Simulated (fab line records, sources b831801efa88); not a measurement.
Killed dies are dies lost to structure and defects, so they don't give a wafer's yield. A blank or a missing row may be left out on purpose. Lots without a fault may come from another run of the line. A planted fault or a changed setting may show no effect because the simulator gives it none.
Which tool did it? | flow gf180mcu | 14 lots, 42 wafers sampled, at 4 steps of a route of 602

WHAT THE GAUGES READ, wafer by wafer
GF_V5_OVL_MEAS_15.
lot  | measured     | on         | V5_OVL (nm)
L895 | day 26 22:53 | overlay-02 | 3 2 7
L896 | day 27 05:59 | overlay-01 | -7 2 3
L897 | day 27 19:23 | overlay-02 | 8 5 4
L898 | day 28 02:40 | overlay-01 | -1 2 7
L901 | day 29 04:10 | overlay-02 | 7 -7 -3
L902 | day 29 11:39 | overlay-02 | -2 1 -4
L910 | day 31 13:23 | overlay-01 | 4 5 1
L912 | day 32 09:01 | overlay-02 | 0 -8 -2
L913 | day 32 20:56 | overlay-02 | 13 6 9
L914 | day 32 19:11 | overlay-01 | -4 -6 1
L915 | day 32 22:28 | overlay-02 | 8 8 10
L916 | day 33 05:02 | overlay-01 | -7 -11 -4
L917 | day 33 15:11 | overlay-01 | -6 -13 -8
L918 | day 33 16:38 | overlay-02 | -10 -3 -4

GF_PASSIVATION_THK_MEAS_01.
lot  | measured     | on            | PASSIVATION_CVD_00_THK (nm)
L895 | day 27 23:57 | film_metro-03 | 989 1006 1012
L896 | day 28 06:16 | film_metro-03 | 1008 1014 1027
L897 | day 28 16:58 | film_metro-03 | 998 991 1017
L898 | day 29 00:51 | film_metro-03 | 975 976 979
L901 | day 30 01:47 | film_metro-03 | 986 979 986
L902 | day 30 08:33 | film_metro-03 | 997 997 1010
L910 | day 32 08:42 | film_metro-01 | 994 999 997
L912 | day 33 03:38 | film_metro-01 | 993 1001 1016
L913 | day 33 15:05 | film_metro-04 | 996 1014 1018
L914 | day 33 13:23 | film_metro-03 | 994 998 997
L915 | day 33 16:12 | film_metro-04 | 982 997 987
L916 | day 33 22:56 | film_metro-04 | 986 988 996
L917 | day 34 09:28 | film_metro-03 | 982 985 1000
L918 | day 34 09:58 | film_metro-03 | 1014 1028 1006

WHICH TOOL RAN EACH LOT (tool, then ch and the chambers of the sampled wafers, then the start)
lot  | GF_VT_IMPLANT_WET_ETCH_50       | GF_PASSIVATION_CVD_00
L895 | wet_bench-02 ch 1, day 7 10:49  | pecvd-04 ch 1,2, day 27 23:52
L896 | wet_bench-04 ch 0, day 7 17:30  | pecvd-02 ch 1,2, day 28 06:09
L897 | wet_bench-04 ch 1, day 8 03:05  | pecvd-04 ch 0,1, day 28 16:53
L898 | wet_bench-02 ch 0, day 8 07:34  | pecvd-04 ch 0,2, day 29 00:46
L901 | wet_bench-04 ch 2, day 9 07:09  | pecvd-04 ch 0,1,2, day 30 01:43
L902 | wet_bench-04 ch 2, day 9 14:17  | pecvd-01 ch 0,2, day 30 08:28
L910 | wet_bench-03 ch 2, day 11 17:08 | pecvd-01 ch 0,1,2, day 32 08:36
L912 | wet_bench-02 ch 3, day 12 10:00 | pecvd-02 ch 0,1, day 33 03:33
L913 | wet_bench-02 ch 2, day 12 18:47 | pecvd-01 ch 0,1, day 33 14:59
L914 | wet_bench-04 ch 2, day 12 21:23 | pecvd-01 ch 0,1,2, day 33 13:19
L915 | wet_bench-02 ch 2, day 13 06:32 | pecvd-04 ch 0,1, day 33 16:07
L916 | wet_bench-02 ch 2, day 13 13:08 | pecvd-01 ch 1,2, day 33 22:52
L917 | wet_bench-03 ch 3, day 13 17:48 | pecvd-02 ch 0,1,2, day 34 09:23
L918 | wet_bench-04 ch 2, day 14 00:21 | pecvd-02 ch 1,2, day 34 09:52
- GF_VT_IMPLANT_WET_ETCH_50: etches SiO2 in dHF, target depth 20 nm, time 400 s.
- GF_PASSIVATION_CVD_00: deposits SiO2 from TEOS, target thk 1000 nm, time 111.95 s.

WHAT THE TOOLS THEMSELVES READ (means of the sampled wafers that have a number; where no wafer has one, the mark that the record gives instead)
GF_PASSIVATION_CVD_00.
lot  | tool     | heater_power_outer_w (W) | heater_power_w (W)
L895 | pecvd-04 | 328                      | 578
L896 | pecvd-02 | 421                      | 691
L897 | pecvd-04 | 411                      | 718
L898 | pecvd-04 | 351                      | 621
L901 | pecvd-04 | 364                      | 636
L902 | pecvd-01 | 450                      | 742
L910 | pecvd-01 | 388                      | 701
L912 | pecvd-02 | 391                      | 663
L913 | pecvd-01 | 324                      | 619
L914 | pecvd-01 | 389                      | 681
L915 | pecvd-04 | 394                      | 693
L916 | pecvd-01 | 376                      | 704
L917 | pecvd-02 | 369                      | 639
L918 | pecvd-02 | 412                      | 676

THE ANSWER, worked out from the rows above alone
Rule: what is usual is taken from the lots themselves. Put in order of their means at a reading, lots are off if they are a third of the lots or fewer, leave a main group of 4 or more, and stand apart from it by a gap of 3 or more times the standard deviation of the main group's means; of several such gaps the widest counts. A main group whose means are all the same, to the digits that the tables above print for the reading, isn't used. A lot without any number at a reading at which 4 lots or more have one is off too. The other lots that the step has rows for count as sound. The gauges are gone through in route order, then the tools' own readings, and for those a lot's mean is taken as printed above. The first step at which some lot is off is used, and at that step the reading that is off furthest; a lot without a number counts as furthest.
No lot is off at any reading shown: from this, nothing can be told.

WHAT THE SIMULATOR HAD PUT IN
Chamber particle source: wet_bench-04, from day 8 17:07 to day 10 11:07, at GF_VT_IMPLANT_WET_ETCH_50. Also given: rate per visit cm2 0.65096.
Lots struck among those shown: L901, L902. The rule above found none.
